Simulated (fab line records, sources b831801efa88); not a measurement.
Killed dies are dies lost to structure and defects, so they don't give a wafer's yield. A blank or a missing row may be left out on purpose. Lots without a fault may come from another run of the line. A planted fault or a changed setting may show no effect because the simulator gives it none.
Chamber matching | flow sky130 | SKY_LI_CONTACT_HDPCVD_00 on hdpcvd-02: 3 sister chambers
The step deposits PSG, target thk 930 nm, time 155 s. 14 wafers are shown with their chamber, then 6 later ones without.

WAFERS WITH THEIR CHAMBER
wafer  | chamber | run_length_s (s)
L542.1 | 1       | 184.0
L542.3 | 2       | 182.2
L542.5 | 0       | 182.6
L546.2 | 1       | 183.7
L546.4 | 1       | 183.6
L546.6 | 2       | 181.9
L548.3 | 2       | 181.8
L548.4 | 1       | 184.0
L548.5 | 2       | 181.8
L551.2 | 0       | 182.3
L551.5 | 2       | 182.5
L551.6 | 1       | 183.6
L553.2 | 1       | 184.2
L553.5 | 0       | 182.5

SIGNATURES (means of the wafers above)
reading      | chamber 0 | chamber 1 | chamber 2 | scatter within a chamber
run_length_s | 182.467   | 183.850   | 182.040   | 0.258
Rule: a wafer's distance from a chamber is the root of the sum, over the readings, of the square of ((its reading less the chamber's mean) divided by the reading's scatter). The wafer belongs to the nearest chamber; if the next one is less than 2 further off, it can't be placed. The scatter: the root of (the sum of the squares of (reading less its chamber's mean) over the shown wafers, divided by (wafers less chambers)).

WAFERS WITHOUT THEIR CHAMBER
wafer  | run_length_s (s)
L562.1 | 181.8
L562.3 | 184.2
L562.5 | 182.8
L564.2 | 182.0
L564.3 | 182.9
L564.5 | 182.8

WHICH CHAMBER EACH WENT THROUGH
wafer  | from the rows above     | in truth
L562.1 | can't be placed: 2 or 0 | 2
L562.3 | 1                       | 1
L562.5 | can't be placed: 0 or 2 | 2
L564.2 | can't be placed: 2 or 0 | 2
L564.3 | can't be placed: 0 or 2 | 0
L564.5 | can't be placed: 0 or 2 | 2
Placed correctly: 1 of 6. Can't be placed from these rows: 5 (the true chamber is among the candidates in 5). Placed wrongly: 0.
